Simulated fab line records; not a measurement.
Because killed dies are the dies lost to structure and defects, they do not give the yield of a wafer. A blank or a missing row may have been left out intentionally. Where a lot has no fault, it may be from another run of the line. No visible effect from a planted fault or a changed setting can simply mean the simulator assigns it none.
A single fault, viewed from 2 desks | flow gf180mcu | each desk holds nothing but its own numbers, with what lay behind them at the end

== THE TOOL OWNER'S DESK: pecvd-02 ==
The tool's own readings at GF_V4_CVD_02 (deposits SiO2 from TEOS, target thk 850 nm, time 94.851 s): means of the sampled wafers that have a number, for each lot that ran on this tool. Marked OUT: a lot whose mean sits more than 4 standard deviations from the usual mean, which makes it out of limits; the brackets give that distance.
Columns: A = heater-power-w at GF_V4_CVD_02, usual 690 W
lot  | first seen here | A
L531 | day 24 06:07    | 623
L533 | day 25 00:34    | 719
L535 | day 25 09:18    | 783
L536 | day 26 00:56    | 679
L547 | day 29 09:22    | 747
L548 | day 29 18:01    | 743
This desk's finding: nothing out of limits on any of the 6 lots.

== FROM THE METROLOGY DESK ==
What the gauges read for every lot (on any tool): the sampled wafers with a number, averaged. Marked OUT: a lot whose mean sits more than 4 standard deviations from the usual mean, which makes it out of limits; the brackets give that distance.
Columns: A = V3_W_RS at GF_V3_RS_MEAS_24, usual 0.328 ohm/sq; B = V3_W_THK at GF_V3_THK_MEAS_25, usual 341 nm; C = V4_CVD_02_THK at GF_V4_THK_MEAS_03, usual 849 nm
lot  | first seen here | A     | B   | C
L529 | day 22 05:19    | 0.328 | 342 | 844
L531 | day 23 06:15    | 0.333 | 338 | 854
L530 | day 23 08:10    | 0.326 | 350 | 853
L533 | day 24 01:01    | 0.325 | 346 | 845
L535 | day 24 10:34    | 0.326 | 339 | 848
L536 | day 25 01:38    | 0.328 | 342 | 866
L540 | day 26 07:25    | 0.331 | 337 | 853
L547 | day 28 12:46    | 0.325 | 336 | 688 (-16) OUT
L548 | day 28 21:49    | 0.325 | 347 | 518 (-34) OUT
L549 | day 29 01:52    | 0.322 | 342 | 845
L550 | day 29 03:04    | 0.330 | 342 | 856
L551 | day 29 06:53    | 0.326 | 346 | 828
This desk's result: L547, L548 out of limits, first on L547 (V4_CVD_02_THK at GF_V4_THK_MEAS_03), day 29 09:26. L529, L531, L530, L533, L535, L536, L540, L549, L550, L551 stayed within limits.

== BROUGHT TOGETHER ==
On L547, L548, the metrology desk was in a position to raise an alarm at day 29 09:26.
The tool owner's desk saw nothing out of limits.
On record at the tool owner's desk: L547, L548, within its limits.
Every lot named ran GF_V4_CVD_02 on pecvd-02.

== WHAT THE SIMULATOR HAD INSERTED ==
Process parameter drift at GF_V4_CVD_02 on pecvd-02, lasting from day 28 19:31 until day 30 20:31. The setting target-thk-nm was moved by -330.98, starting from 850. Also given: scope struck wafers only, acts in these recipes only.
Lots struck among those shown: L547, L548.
Hours from the fault's start to each desk's first reading out of limits: the metrology desk, 14.
